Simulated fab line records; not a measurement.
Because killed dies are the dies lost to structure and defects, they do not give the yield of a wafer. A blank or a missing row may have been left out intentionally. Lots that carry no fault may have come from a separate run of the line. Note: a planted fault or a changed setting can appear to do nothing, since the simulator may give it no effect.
Which tool did it? ; flow sky130 ; 10 lots with 30 wafers sampled at 5 steps, on a route of 708 steps

== WHAT THE GAUGES SHOWED, per wafer ==
SKY_DNWELL_TW_MEAS_09. Usual: DNWELL_TW 1124, standard deviation 7.3.
lot;measured;on;DNWELL_TW;flag
L519;day 3 04:27;film_metro-03;1134 1130 1120;
L520;day 3 07:59;film_metro-02;1120 1117 1118;
L523;day 4 02:25;film_metro-03;1135 1130 1129;
L524;day 4 09:47;film_metro-03;1134 1147 1135;
L527;day 4 21:08;film_metro-01;1111 1109 1107;
L530;day 5 18:13;film_metro-01;1124 1123 1113;
L531;day 5 23:29;film_metro-03;1120 1113 1114;
L539;day 7 16:41;film_metro-02;1131 1127 1135;
L540;day 7 22:48;film_metro-02;1120 1116 1120;
L541;day 8 04:20;film_metro-02;1118 1115 1116;

SKY_LDD_P_TW_MEAS_11. Usual: LDD_P_TW 639, standard deviation 3.1.
lot;measured;on;LDD_P_TW;flag
L519;day 18 18:16;film_metro-03;636 637 636;
L520;day 19 07:20;film_metro-03;640 642 641;
L523;day 20 16:01;film_metro-02;637 640 640;
L524;day 21 07:27;film_metro-01;637 635 635;
L527;day 22 08:15;film_metro-02;640 639 634;
L530;day 23 08:57;film_metro-03;30 30 30 30 30 30;OFF
L531;day 23 16:59;film_metro-03;634 632 642;
L539;day 26 07:25;film_metro-03;639 637 639;
L540;day 26 19:25;film_metro-01;641 639 642;
L541;day 27 02:35;film_metro-01;641 646 641;

== TOOL THAT RAN EACH LOT (tool first, then ch and the chambers of the sampled wafers, then the start) ==
lot;SKY_FIELD_ISO_CMP_27;SKY_LDD_N_STRIP_16;SKY_LDD_P_STRIP_10
L519;cmp-01 ch 0,1,3, day 2 10:25;plasma_asher-02 ch 0,1, day 17 12:14;plasma_asher-04 ch 0,1, day 18 18:10
L520;cmp-01 ch 0,1,2, day 2 14:08;plasma_asher-03 ch 0,1, day 18 00:44;plasma_asher-04 ch 0,1, day 19 07:14
L523;cmp-01 ch 0,1, day 3 07:40;plasma_asher-01 ch 0,1, day 19 08:59;plasma_asher-02 ch 0,1, day 20 15:54
L524;cmp-02 ch 1,3, day 3 11:38;plasma_asher-02 ch 0,1, day 20 00:05;plasma_asher-04 ch 0,1, day 21 07:21
L527;cmp-01 ch 1,2, day 4 01:26;plasma_asher-03 ch 0,1, day 21 00:53;plasma_asher-02 ch 0,1, day 22 08:09
L530;cmp-02 ch 0,1,2, day 4 22:09;plasma_asher-03 ch 0,1, day 22 02:53;plasma_asher-04 ch 0,1, day 23 08:51
L531;cmp-02 ch 0,1,3, day 5 03:16;plasma_asher-02 ch 0,1, day 22 10:53;plasma_asher-02 ch 0,1, day 23 16:53
L539;cmp-01 ch 0,1,2, day 6 18:25;plasma_asher-01 ch 0, day 25 02:29;plasma_asher-04 ch 0,1, day 26 07:19
L540;cmp-02 ch 1,2,3, day 6 22:48;plasma_asher-02 ch 0,1, day 25 13:47;plasma_asher-03 ch 0,1, day 26 19:19
L541;cmp-02 ch 1,2,3, day 7 05:40;plasma_asher-02 ch 0,1, day 25 20:47;plasma_asher-04 ch 0,1, day 27 02:29
- SKY_FIELD_ISO_CMP_27: polishes, stops on Si3N4, t overpolish 16 s, target thk 457.8 nm.
- SKY_LDD_N_STRIP_16: strips in O2/N2.
- SKY_LDD_P_STRIP_10: strips in O2/N2.

== WHAT THE TOOLS THEMSELVES READ (means of the sampled wafers that have a number; where no wafer has one, the mark that the record gives instead) ==
SKY_FIELD_ISO_CMP_27. Usual: motor_current_A 12.2 A, standard deviation 0.99; overpolish_run_s 15.999 s, standard deviation 0.0089; time_to_endpoint_s 114 s, standard deviation 4.
lot;tool;motor_current_A (A);overpolish_run_s (s);time_to_endpoint_s (s);flag
L519;cmp-01;13.1;15.989;115;
L520;cmp-01;13.0;15.997;109;
L523;cmp-01;13.0;16.004;110;
L524;cmp-02;12.3;16.005;116;
L527;cmp-01;13.0;15.991;109;
L530;cmp-02;10.9;15.997;113;
L531;cmp-02;11.5;16.001;112;
L539;cmp-01;12.8;16.003;109;
L540;cmp-02;11.4;16.000;115;
L541;cmp-02;11.2;15.997;118;

SKY_LDD_N_STRIP_16. Usual: chamber_pressure_mTorr 1500.2 mTorr, standard deviation 1.5; drypump_motor_current_A 5.8 A, standard deviation 0.53; oes_product_au 0.406 a.u., standard deviation 0.0042; strip_time_to_endpoint_s 4.312 s, standard deviation 0.015.
lot;tool;chamber_pressure_mTorr (mTorr);drypump_motor_current_A (A);oes_product_au (a.u.);strip_time_to_endpoint_s (s);flag
L519;plasma_asher-02;1498.5;5.9;0.407;4.303;
L520;plasma_asher-03;1501.0;5.4;0.410;4.322;
L523;plasma_asher-01;1499.3;6.4;0.406;4.311;
L524;plasma_asher-02;1501.6;6.0;0.408;4.323;
L527;plasma_asher-03;1501.2;5.2;0.411;4.308;
L530;plasma_asher-03;1515.6;5.2;0.589;-;OFF
L531;plasma_asher-02;1501.2;6.0;0.402;4.315;
L539;plasma_asher-01;1500.1;6.6;0.409;4.315;
L540;plasma_asher-02;1500.5;5.8;0.408;4.298;
L541;plasma_asher-02;1499.2;5.9;0.406;4.307;

SKY_LDD_P_STRIP_10. Usual: chamber_pressure_mTorr 1499.9 mTorr, standard deviation 1.2; drypump_motor_current_A 5.6 A, standard deviation 0.33; oes_product_au 0.716 a.u., standard deviation 0.0043; strip_time_to_endpoint_s 14.19 s, standard deviation 0.049.
lot;tool;chamber_pressure_mTorr (mTorr);drypump_motor_current_A (A);oes_product_au (a.u.);strip_time_to_endpoint_s (s);flag
L519;plasma_asher-04;1500.3;5.7;0.719;14.16;
L520;plasma_asher-04;1500.5;5.5;0.712;14.19;
L523;plasma_asher-02;1499.9;6.0;0.713;14.15;
L524;plasma_asher-04;1500.2;5.7;0.716;14.17;
L527;plasma_asher-02;1499.7;5.8;0.718;14.26;
L530;plasma_asher-04;1498.9;5.7;0.716;17.84;OFF
L531;plasma_asher-02;1501.1;6.0;0.722;14.25;
L539;plasma_asher-04;1499.3;5.7;0.717;14.21;
L540;plasma_asher-03;1499.7;5.2;0.715;14.23;
L541;plasma_asher-04;1499.4;5.5;0.713;14.26;

== THE ANSWER, worked out from the rows above alone ==
Rule: a lot counts as off when the mean over its wafers that have a number is more than 3 standard deviations away from the usual mean. Also off: a lot with no number at a reading for which 4 or more lots have one. Any other lot the step has rows for is counted as sound. After the gauges, taken in route order, come the tools' own readings; for these a lot's mean is taken, as printed above. The first step at which some lot is off is used, and at that step the reading that is off furthest; a lot without a number counts as furthest.
Off: L530, seen at SKY_LDD_P_TW_MEAS_11 (LDD_P_TW).
A tool fits if, at a process step before that reading, it ran every lot that is off, and no sound lot after the first of them. Not tried: the gauges at SKY_LDD_P_TW_MEAS_11; whatever is off there is also off at SKY_LDD_N_STRIP_16, on other tools, and gauge error can't account for it. One candidate fits, namely plasma_asher-03 at SKY_LDD_N_STRIP_16. A fault onset in the window from L527 (day 21 00:53, its last sound lot) to L530 (day 22 02:53, its first lot off) fits.
The tool's own readings at SKY_LDD_N_STRIP_16 bear it out: on the lots that are off they differ by more than 5 times the standard deviation of the sound lots' means. chamber_pressure_mTorr reads 1515.6 mTorr there against 1500.3 mTorr on the sound lots; oes_product_au reads 0.589 a.u. there against 0.407 a.u. on the sound lots.
Blank at SKY_LDD_N_STRIP_16 on the lots that are off, where sound lots have numbers: strip_time_to_endpoint_s.

== WHAT HAD BEEN PUT IN BY THE SIMULATOR ==
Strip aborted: plasma_asher-03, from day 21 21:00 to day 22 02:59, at SKY_LDD_N_STRIP_16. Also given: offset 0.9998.
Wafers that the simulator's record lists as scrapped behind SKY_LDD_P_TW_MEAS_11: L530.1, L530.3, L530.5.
Struck lots among those shown: L530. The same result came from the rule above.
